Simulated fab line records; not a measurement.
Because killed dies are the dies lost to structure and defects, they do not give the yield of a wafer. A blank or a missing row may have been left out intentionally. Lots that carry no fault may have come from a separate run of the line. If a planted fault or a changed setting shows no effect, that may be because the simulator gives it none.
Struck lot and sound lot, side by side    flow sky130    43 out of 708 route steps
Sound: these wafers, L762.1, L762.4, L762.5. The struck wafers were L774.4, L774.5, L774.6. The cause is given at the end.
Order at every step that has rows: each side's tool, ch and its chambers, its first start. Under that, the readings that differ: sound wafers    struck wafers    difference of the means    sigmas: that difference in standard deviations of wafers without a fault.
alike: same words and numbers on both sides, and readings whose means sit less than 2 such deviations apart. not compared: any withheld reading, any reading some wafer has no value for, any bound like >300 that may hide the same value, and any number with overlapping values for which the record gives no deviation.
Wherever a step has rows on one side only, a row that says differs or no value, or a row with sigmas, the two part there. Numbers that don't overlap but have no deviation are shown without sigmas and don't part them. A reading missing from all wafers of one side parts the sides only when that side holds two or more wafers.

first, 5 steps without rows for these wafers: SKY_SONOS_TUNNEL_COAT_02 (resist thk 1140 nm); SKY_SONOS_TUNNEL_SOFTBAKE_03 (time 60 s); SKY_SONOS_TUNNEL_EXPOSE_04 (exposes mask TUNM, target cd 410 nm); SKY_SONOS_TUNNEL_PEB_05; SKY_SONOS_TUNNEL_DEVELOP_06 (develop time 60 s).
SKY_SONOS_TUNNEL_CD_MEAS_07: target cd 410 nm.
  sound on cdSem-02 at day 11 19:45; struck on cdSem-01 at day 15 15:44
  alike: cdNm
SKY_SONOS_TUNNEL_OVL_MEAS_08:
  sound on overlay-01 at day 11 19:52; struck on overlay-02 at day 15 15:49
  alike: SONOS_TUNNEL_OVL
then, 3 steps without rows for these wafers: SKY_SONOS_TUNNEL_IMPLANT_09; SKY_SONOS_TUNNEL_WET_ETCH_10 (etches SiO2 in dHF, target depth 14 nm, time 280 s); SKY_SONOS_TUNNEL_STRIP_11 (strips in SPM, time 600 s).
SKY_SONOS_TUNNEL_TW_MEAS_12:
  sound on filmMetro-02 at day 11 20:19; struck on filmMetro-04 at day 15 16:17
  alike: SONOS_TUNNEL_TW
then, 1 step without rows for these wafers: SKY_SONOS_TUNNEL_CLEAN_13 (cleans in dHF, time 20 s).
SKY_SONOS_ONO_OXIDATION_00: stabilise 600 s, purge 300 s, target thk 2.6 nm.
  sound on furnace-01 ch 0, day 11 21:19; struck on furnace-02 ch 0, day 15 17:10
reading                 sound           struck          difference  sigmas
zonePowerCentrePct (%)  14.9 14.8 14.8  13.7 13.5 13.3  -1.3        -3
  alike: zonePowerLowerPct, zonePowerUpperPct
SKY_SONOS_ONO_THK_MEAS_01:
  sound on filmMetro-01 at day 11 22:40; struck on filmMetro-04 at day 15 18:32
  alike: SONOS_ONO_OXIDATION_THK
then, 1 step without rows for these wafers: SKY_SONOS_ONO_CVD_02 (deposits Si3N4 from DCS/NH3, target thk 10.5 nm, time 180 s).
SKY_SONOS_ONO_THK_MEAS_03:
  sound on filmMetro-03 at day 12 01:26; struck on filmMetro-03 at day 15 20:32
  alike: SONOS_ONO_CVD_02_THK
then, 1 step without rows for these wafers: SKY_SONOS_ONO_CVD_04 (deposits SiO2 from SiH4/N2O, target thk 5.7199 nm).
SKY_SONOS_ONO_THK_MEAS_05:
  sound on filmMetro-03 at day 12 02:45; struck on filmMetro-01 at day 15 21:50
reading                    sound           struck          difference  sigmas
SONOS_ONO_CVD_04_THK (nm)  5.68 5.67 5.51  5.87 5.92 5.79  +0.24       +2
then, 7 steps without rows for these wafers: SKY_SONOS_ONO_DEHYDRATE_06 (time 60 s); SKY_SONOS_ONO_HMDS_07 (prime time 60 s); SKY_SONOS_ONO_COAT_08 (resist thk 1140 nm); SKY_SONOS_ONO_SOFTBAKE_09 (time 60 s); SKY_SONOS_ONO_EXPOSE_10 (exposes mask ONOM, target cd 410 nm); SKY_SONOS_ONO_PEB_11; SKY_SONOS_ONO_DEVELOP_12 (develop time 60 s).
SKY_SONOS_ONO_CD_MEAS_13: target cd 410 nm.
  sound on cdSem-01 at day 13 02:47; struck on cdSem-02 at day 17 02:32
  alike: cdNm
SKY_SONOS_ONO_OVL_MEAS_14:
  sound on overlay-02 at day 13 02:54; struck on overlay-01 at day 17 02:37
  alike: SONOS_ONO_OVL
SKY_SONOS_ONO_ETCH_15: etches the open film in CHF3/O2, target depth 19.52 nm, time 7.8 s.
  sound on rieDiel-02 ch 1,2, day 13 02:56; struck on rieDiel-01 ch 0,2,3, day 17 02:38
  alike: drypumpMotorCurrentA, oesProductAu, throttleValvePct
  not compared: rfHoursCounterH
then, 1 step without rows for these wafers: SKY_SONOS_ONO_WET_ETCH_16 (etches SiO2 in dHF, target depth 14 nm, time 276.5 s).
SKY_SONOS_ONO_STRIP_17: strips in O2/N2.
  sound on plasmaAsher-02 ch 0,1, day 13 03:02; struck on plasmaAsher-01 ch 0,1, day 17 02:52
  alike: drypumpMotorCurrentA, o2FlowSccm, oesProductAu, stripTimeToEndpointS
  not compared: rfHoursCounterH
then, 3 steps without rows for these wafers: SKY_SONOS_ONO_WET_ETCH_18 (etches Si3N4 in H3PO4, target depth 15 nm, time 172 s); SKY_GATE_OXIDE_CLEAN_00 (cleans in SC1/SC2, time 150 s); SKY_GATE_OXIDE_OXIDATION_01 (stabilise 600 s, purge 300 s, target thk 10.268 nm).
SKY_GATE_OXIDE_THK_MEAS_02:
  sound on filmMetro-03 at day 13 05:54; struck on filmMetro-01 at day 17 04:50
  alike: GATE_OXIDE_OXIDATION_00_THK
then, 7 steps without rows for these wafers: SKY_GATE_OXIDE_DEHYDRATE_03 (time 60 s); SKY_GATE_OXIDE_HMDS_04 (prime time 60 s); SKY_GATE_OXIDE_COAT_05 (resist thk 1140 nm); SKY_GATE_OXIDE_SOFTBAKE_06 (time 60 s); SKY_GATE_OXIDE_EXPOSE_07 (exposes mask LVOM, target cd 600 nm); SKY_GATE_OXIDE_PEB_08; SKY_GATE_OXIDE_DEVELOP_09 (develop time 60 s).
SKY_GATE_OXIDE_OVL_MEAS_10:
  sound on overlay-02 at day 14 06:59; struck on overlay-02 at day 18 10:15
  alike: GATE_OXIDE_OVL
-- here the record skips 31 days between the struck wafers' starts before and after, leaving off in module GATE_OXIDE and picking up in module PAD_OPEN (first step shown: number 708 of the route) --
SKY_PAD_OPEN_PROBE_99:
  the record has rows for the struck wafers here (prober-01, day 48 23:27) and none for the sound ones

## WHERE THEY PART
Last at SKY_PAD_OPEN_PROBE_99 as far as this record goes, first at SKY_SONOS_ONO_OXIDATION_00.

WHY: the cause the simulator had injected
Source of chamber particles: furnace-02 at SKY_SONOS_ONO_OXIDATION_00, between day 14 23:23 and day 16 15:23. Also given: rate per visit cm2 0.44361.
